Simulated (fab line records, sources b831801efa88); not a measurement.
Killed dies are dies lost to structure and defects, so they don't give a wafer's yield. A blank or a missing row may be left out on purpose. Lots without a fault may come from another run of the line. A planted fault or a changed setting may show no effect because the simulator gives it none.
fab line records | flow sky130
record lots=12 wafers=36 last_day=50
route steps=708 shown GATE_OXIDE@200 METAL4@635 METAL5@664 PAD_OPEN@708
lots that met no fault: from a run of the same line without faults
start_h: hours from the record's first day to the start of the lot's first wafer shown | wait_h: hours since the lot's step before | " the same as in the row above | L1.1+2: a row that stands for several wafers | - no value, or no start given | * or withheld: withheld | < > ~ a bound
route shown NAME@n: a module of which the file shows steps, and the number in the route of the first | usual: mean/standard deviation of fault-free wafers | same: alike in all rows | chamber/n: place in a boat | sites: the reading at each site | _std_site: their standard deviation | _edge_site: outer sites' mean less inner sites' | radius_mm: how far each site lies from the wafer's centre | mask NAME#n: copy n | behind: the tool/chamber that last shaped the wafer | hold: why the lot was held/for how many hours/how that ended | device: the transistor (n, p or np) that didn't switch | end of line: the same wafers' tests at the end of the route | a step without rows: its recipe alone | killed: dies lost to structure and defects at the first sort, not the wafer's yield | map: a wafer's dies, x killed, . not, _ none there
set.NAME: the setting as run; set.NAME@STEP: as run at that earlier step | model.NAME: the simulator's own value behind a step, which no gauge read
steps of the route over a sample of lots; a table a step, a row a wafer
services: from which hour (start_h, from the record's first day; less than 0 if before it) a tool's chamber was out of use, for how many hours, and why
## steps
# step SKY_GATE_OXIDE_STRIP_13
# recipe chemistry=O2/N2 power_w=1400 pressure_mtorr=1500 platen_temp_c=withheld o2_flow_sccm=3000 n2_flow_sccm=300 overash_fraction=0.5
# usual drypump_motor_current_A=5.8/0.43 oes_product_au=0.716/0.005 strip_time_to_endpoint_s=14.18/0.038
# columns lot.wafer tool chamber start_h wait_h drypump_motor_current_A oes_product_au rf_hours_counter_h strip_time_to_endpoint_s
L977.2 plasma_asher-03 0 320.90 0.0 5.9 0.718 20 14.22
L977.4 " 0 " " 5.9 0.716 - 14.19
L977.5 " 1 " " 5.6 0.714 - 14.23
L978.2 plasma_asher-03 1 329.33 0.0 5.7 0.721 21 14.16
L978.3 " 0 " " 5.9 0.717 - 14.17
L978.5 " 1 " " 5.7 0.709 - 14.17
L979.2 plasma_asher-03 0 342.12 0.0 5.9 0.715 23 14.16
L979.4 " 0 " " 5.9 0.719 - 14.15
L979.6 " 1 " " 5.7 0.724 - 14.17
L980.1 plasma_asher-04 0 343.47 0.0 5.9 0.717 54 14.12
L980.3 " 0 " " 5.9 0.716 - 14.15
L980.6 " 0 " " 5.9 0.715 - 14.15
L985.2 plasma_asher-03 1 411.87 0.0 5.6 0.723 30 14.21
L985.5 " 1 " " 5.6 0.725 - 14.19
L985.6 " 0 " " 5.9 0.713 - 14.26
L987.2 plasma_asher-03 0 422.27 0.0 5.9 0.722 31 14.16
L987.5 " 1 " " 5.6 0.722 - 14.14
L987.6 " 0 " " 5.9 0.717 - 14.11
L988.2 plasma_asher-02 0 431.94 0.0 6.3 0.718 0 14.24
L988.4 " 0 " " 6.3 0.718 - 14.18
L988.5 " 0 " " 6.3 0.711 - 14.20
L992.1 plasma_asher-02 1 463.72 0.0 5.4 0.712 3 14.24
L992.3 " 1 " " 5.5 0.717 - 14.25
L992.4 " 0 " " 6.3 0.717 - 14.21
L991.1 plasma_asher-04 0 464.02 0.0 5.9 0.719 66 14.19
L991.4 " 1 " " 4.9 0.712 - 14.16
L991.6 " 1 " " 4.9 0.714 - 14.17
L995.1 plasma_asher-02 1 479.09 0.0 5.4 0.730 4 14.17
L995.5 " 0 " " 6.3 0.711 - 14.15
L995.6 " 1 " " 5.4 0.727 - 14.17
L996.3 plasma_asher-02 1 492.68 0.0 5.4 0.717 - 14.18
L996.4 " 0 " " 6.3 0.710 - 14.18
L996.5 " 0 " " 6.4 0.716 - 14.16
L997.2 plasma_asher-02 1 501.52 0.0 5.5 0.720 7 14.19
L997.3 " 0 " " 6.3 0.711 - 14.21
L997.4 " 1 " " 5.5 0.722 - 14.19
# step SKY_METAL4_STRIP_19
# recipe chemistry=O2/N2 power_w=1400 pressure_mtorr=1500 platen_temp_c=withheld o2_flow_sccm=3000 n2_flow_sccm=300 overash_fraction=0.5
# usual drypump_motor_current_A=5.7/0.53 oes_product_au=0.504/0.0053 strip_time_to_endpoint_s=6.57/0.07
# columns lot.wafer tool chamber start_h wait_h drypump_motor_current_A oes_product_au rf_hours_counter_h strip_time_to_endpoint_s
L977.2 plasma_asher-04 0 987.01 0.1 5.9 0.516 119 6.68
L977.4 " 1 " " 5.0 0.497 - 6.64
L977.5 " 1 " " 5.0 0.504 - 6.62
L978.2 plasma_asher-03 1 997.19 0.1 5.7 0.508 87 6.57
L978.3 " 1 " " 5.7 0.504 - 6.58
L978.5 " 0 " " 5.9 0.512 - 6.60
L979.2 plasma_asher-01 0 1007.59 0.2 6.4 0.508 27 6.48
L979.4 " 1 " " 5.0 0.495 - 6.48
L979.6 " 0 " " 6.4 0.502 - 6.51
L980.1 plasma_asher-04 0 1009.23 0.1 5.9 0.495 121 6.43
L980.3 " 1 " " 4.9 0.500 - 6.67
L980.6 " 0 " " 5.9 0.500 - 6.44
L985.2 plasma_asher-03 0 1061.59 0.1 5.9 0.504 93 6.47
L985.5 " 1 " " 5.6 0.506 - 6.63
L985.6 " 0 " " 5.9 0.510 - 6.56
L987.2 plasma_asher-04 1 1069.96 0.1 4.9 0.514 0 6.70
L987.5 " 1 " " 5.0 0.506 - 6.56
L987.6 " 0 " " 5.9 0.512 - 6.75
L988.2 plasma_asher-01 0 1079.71 0.2 6.4 0.508 34 6.64
L988.4 " 1 " " 5.0 0.505 - 6.63
L988.5 " 1 " " 5.0 0.506 - 6.61
L992.1 plasma_asher-04 1 1096.32 0.3 5.0 0.501 3 6.55
L992.3 " 0 " " 5.9 0.506 - 6.64
L992.4 " 1 " " 4.9 0.506 - 6.57
L991.1 plasma_asher-01 1 1097.79 0.3 5.0 0.509 36 6.53
L991.4 " 1 " " 5.0 0.502 - 6.50
L991.6 " 1 " " 5.0 0.502 - 6.56
L995.1 plasma_asher-03 0 1109.33 0.1 5.9 0.499 98 6.41
L995.5 " 0 " " 5.9 0.508 - 6.57
L995.6 " 1 " " 5.6 0.496 - 6.45
L996.3 plasma_asher-03 1 1114.48 0.1 5.6 0.502 - 6.71
L996.4 " 0 " " 5.9 0.511 - 6.56
L996.5 " 0 " " 5.9 0.506 - 6.70
L997.2 plasma_asher-01 0 1119.79 0.1 6.4 0.505 38 6.56
L997.3 " 1 " " 5.0 0.509 - 6.58
L997.4 " 0 " " 6.4 0.514 - 6.69
# step SKY_METAL5_SPUTTER_03
# recipe material=Ti target_thk_nm=5 power_w=3000 time_s=3.3 chamber_pressure_pa=0.4
# usual throttle_valve_pct=29.7/0.57
# same time_s=3.3
# columns lot.wafer tool chamber start_h wait_h throttle_valve_pct
L977.2 pvd_sputter-01 - 1012.21 0.0 30.0
L977.4 " - " " 30.0
L977.5 " - " " 29.4
L978.2 pvd_sputter-02 - 1021.91 0.0 29.3
L978.3 " - " " 28.7
L978.5 " - " " 29.2
L979.2 pvd_sputter-03 - 1032.84 0.0 29.2
L979.4 " - " " 30.0
L979.6 " - " " 29.2
L980.1 pvd_sputter-01 - 1033.41 0.0 29.5
L980.3 " - " " 30.4
L980.6 " - " " 30.3
L985.2 pvd_sputter-03 - 1084.78 0.0 30.8
L985.5 " - " " 29.9
L985.6 " - " " 29.3
L987.2 pvd_sputter-02 - 1092.44 0.0 29.7
L987.5 " - " " 28.7
L987.6 " - " " 29.6
L988.2 pvd_sputter-01 - 1102.18 0.0 30.4
L988.4 " - " " 29.1
L988.5 " - " " 30.0
L992.1 pvd_sputter-03 - 1117.89 0.0 29.2
L992.3 " - " " 30.7
L992.4 " - " " 29.8
L991.1 pvd_sputter-01 - 1120.36 0.0 30.3
L991.4 " - " " 30.2
L991.6 " - " " 29.0
L995.1 pvd_sputter-03 - 1131.49 0.0 29.0
L995.5 " - " " 29.1
L995.6 " - " " 30.9
L996.3 pvd_sputter-03 - 1136.79 0.0 29.2
L996.4 " - " " 30.5
L996.5 " - " " 29.9
L997.2 pvd_sputter-03 - 1140.78 0.0 30.0
L997.3 " - " " 29.1
L997.4 " - " " 30.7
# step SKY_METAL5_METAL_ETCH_15
# recipe target_depth_a=12600 stop_on=SiO2 over_etch_frac=0.2 time_s=252 chemistry=Cl2/BCl3 resist_sidewall_deg=86 pressure_mtorr=10 icp_w=900 bias_w=48.5 Cl2_flow_sccm=60 bcl3_flow_sccm=30
# usual drypump_motor_current_A=5.8/0.41 oes_product_au=0.894/0.0051 throttle_valve_pct=22.265/0.01
# same time_s=252
# columns lot.wafer tool chamber start_h wait_h drypump_motor_current_A oes_product_au rf_hours_counter_h throttle_valve_pct
L977.2 rie_metal-02 0 1033.89 0.0 6.4 0.900 3 22.269
L977.4 " 1 " " 5.7 0.891 - 22.265
L977.5 " 1 " " 5.7 0.892 - 22.266
L978.2 rie_metal-02 1 1043.78 0.0 5.7 0.893 17 22.245
L978.3 " 1 " " 5.7 0.900 - 22.263
L978.5 " 1 " " 5.7 0.899 - 22.256
L979.2 rie_metal-02 0 1055.48 0.0 6.4 0.890 5 22.268
L979.4 " 1 " " 5.7 0.885 - 22.261
L979.6 " 0 " " 6.4 0.902 - 22.260
L980.1 rie_metal-03 0 1055.78 0.0 5.8 0.892 14 22.277
L980.3 " 0 " " 5.8 0.903 - 22.260
L980.6 " 0 " " 5.8 0.894 - 22.269
L985.2 rie_metal-04 1 1104.93 0.1 6.1 0.894 - 22.269
L985.5 " 1 " " 6.0 0.892 - 22.261
L985.6 " 1 " " 6.1 0.890 - 22.267
L987.2 rie_metal-04 1 1112.53 0.1 6.0 0.894 - 22.271
L987.5 " 1 " " 6.0 0.900 - 22.273
L987.6 " 1 " " 6.1 0.904 - 22.265
L988.2 rie_metal-04 1 1122.28 0.1 6.1 0.896 - 22.268
L988.4 " 1 " " 6.1 0.892 - 22.278
L988.5 " 1 " " 6.1 0.893 - 22.257
L992.1 rie_metal-03 0 1137.48 0.0 5.8 0.890 18 22.269
L992.3 " 1 " " 5.5 0.887 - 22.267
L992.4 " 0 " " 5.8 0.891 - 22.284
L991.1 rie_metal-04 1 1140.09 0.0 6.1 0.901 18 22.265
L991.4 " 0 " " 5.0 0.893 - 22.269
L991.6 " 1 " " 6.1 0.894 - 22.257
L995.1 rie_metal-03 1 1150.25 0.0 5.5 0.897 28 22.257
L995.5 " 0 " " 5.8 0.892 - 22.261
L995.6 " 1 " " 5.5 0.897 - 22.245
L996.3 rie_metal-02 0 1154.75 0.1 6.4 0.886 - 22.248
L996.4 " 1 " " 5.7 0.893 - 22.267
L996.5 " 0 " " 6.4 0.889 - 22.264
L997.2 rie_metal-04 0 1158.92 0.0 4.9 0.889 12 22.259
L997.3 " 0 " " 5.0 0.890 - 22.268
L997.4 " 1 " " 6.1 0.889 - 22.277
# step SKY_PAD_OPEN_PROBE_99
# usual killed_at_M0_to_M3=44/6.9 killed_at_M4_up=3.3/1.7 killed_at_contacts=24/4.7 killed_at_front_end=15/4.5 killed_at_other=0.2/0.49 killed_dies=86/8.4 killed_open=47/6.5 killed_short=39/6
# same gross_dies=492 killed_at_back_side=0
# columns lot.wafer tool chamber start_h wait_h killed_at_M0_to_M3 killed_at_M4_up killed_at_contacts killed_at_front_end killed_at_other killed_dies killed_open killed_short
L985.2 prober-02 - 1146.87 0.1 45 3 22 9 0 79 45 34
L985.5 prober-02 - 1147.02 0.2 40 3 29 10 0 82 46 36
L985.6 prober-02 - 1147.07 0.2 25 1 28 69 1 124 48 22
L987.2 prober-02 - 1154.44 0.1 34 0 24 72 0 130 34 39
L987.5 prober-02 - 1154.59 0.2 37 2 27 15 0 81 48 33
L987.6 prober-02 - 1154.64 0.2 32 3 20 62 0 117 39 26
# killed by level:class
L985.2 VIA2:geometric_particle:open=9 LI_CONTACT:geometric_particle:open=8 VIA1:geometric_particle:open=7 CONTACT:geometric_particle:open=7 VIA3:geometric_particle:open=7 METAL1:geometric_particle:short=5 VIA3:geometric_particle:short=5 VIA1:geometric_particle:short=4
L985.5 CONTACT:geometric_particle:open=10 LI_CONTACT:geometric_particle:open=8 VIA1:geometric_particle:open=8 VIA3:geometric_particle:open=8 VIA2:geometric_particle:open=5 LOCAL_INTERCONNECT:geometric_particle:short=5 METAL2:geometric_particle:short=5 VIA2:geometric_particle:short=5
L985.6 GATE_OXIDE:unspecified=54 LI_CONTACT:geometric_particle:open=12 CONTACT:geometric_particle:open=9 VIA1:geometric_particle:open=7 POLY_GATE:geometric_particle:short=5 VIA2:geometric_particle:open=5 FIELD_ISO:geometric_particle:open=4 VIA3:geometric_particle:open=4
L987.2 GATE_OXIDE:unspecified=57 CONTACT:geometric_particle:open=8 CONTACT:geometric_particle:short=7 VIA1:geometric_particle:open=7 POLY_GATE:geometric_particle:short=6 VIA1:geometric_particle:short=6 VIA3:geometric_particle:open=5 VIA2:geometric_particle:open=5
L987.5 CONTACT:geometric_particle:open=9 VIA3:geometric_particle:open=8 VIA2:geometric_particle:open=8 LOCAL_INTERCONNECT:geometric_particle:short=7 FIELD_ISO:geometric_particle:open=6 LI_CONTACT:geometric_particle:open=6 VIA1:geometric_particle:open=5 METAL3:geometric_particle:short=5
L987.6 GATE_OXIDE:unspecified=52 LI_CONTACT:geometric_particle:open=10 VIA1:geometric_particle:open=8 VIA2:geometric_particle:open=6 CONTACT:geometric_particle:open=4 METAL1:geometric_particle:short=4 VIA3:geometric_particle:open=4 POLY_GATE:geometric_particle:short=3
## services
# columns tool chamber start_h hours kind
plasma_asher-02 - 421.25 9.0 pm
rie_metal-04 - 465.76 2.1 repair
plasma_asher-02 - 502.00 13.2 repair
pvd_sputter-03 - 580.44 4.4 repair
rie_metal-04 0 591.12 12.9 repair
plasma_asher-03 - 639.03 2.8 pm
pvd_sputter-03 - 655.11 0.8 repair
rie_metal-04 - 685.75 2.8 pm
plasma_asher-03 - 691.11 0.6 repair
plasma_asher-02 - 704.44 0.4 repair
pvd_sputter-03 - 710.50 0.7 repair
plasma_asher-03 - 714.25 14.6 pm
rie_metal-04 - 715.06 1.1 repair
plasma_asher-03 - 730.17 1.0 repair
plasma_asher-03 - 749.54 1.2 repair
plasma_asher-03 - 778.02 0.7 repair
pvd_sputter-03 - 848.06 4.5 repair
pvd_sputter-03 - 868.07 4.1 repair
plasma_asher-03 - 1048.70 0.7 repair
plasma_asher-03 - 1052.56 2.0 repair
plasma_asher-04 - 1055.25 9.0 pm
pvd_sputter-03 - 1097.06 10.1 repair
plasma_asher-04 - 1110.06 2.8 pm
plasma_asher-03 - 1129.10 1.5 repair
## key
first_sign step=SKY_PAD_OPEN_PROBE_99 reading=killed_at_front_end direction=up sigmas=12 usual=15 struck=68
effect step=SKY_PAD_OPEN_PROBE_99 reading=killed_dies direction=up sigmas=4.4 usual=86 struck=124
met_at SKY_GATE_OXIDE_STRIP_13
struck_lots L985,L987
struck_wafers L985.6,L987.2,L987.6
tester_left_out L985,L987
not_acting_at SKY_METAL4_STRIP_19,SKY_METAL5_SPUTTER_03,SKY_METAL5_METAL_ETCH_15
onset_between 342.12 411.87
fault kind=chamber_particle_source tool=plasma_asher-03 chamber=0 onset_h=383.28 steps=SKY_GATE_OXIDE_STRIP_13 rate_per_visit_cm2=0.92763 end_h=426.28
# tester_left_out: of these lots the tester's yield and bins aren't shown, on N5 and GAA mostly nor the transistor test; their killed dies are dies lost to structure and defects alone, not to doping, threshold or leakage, so they don't give the yield
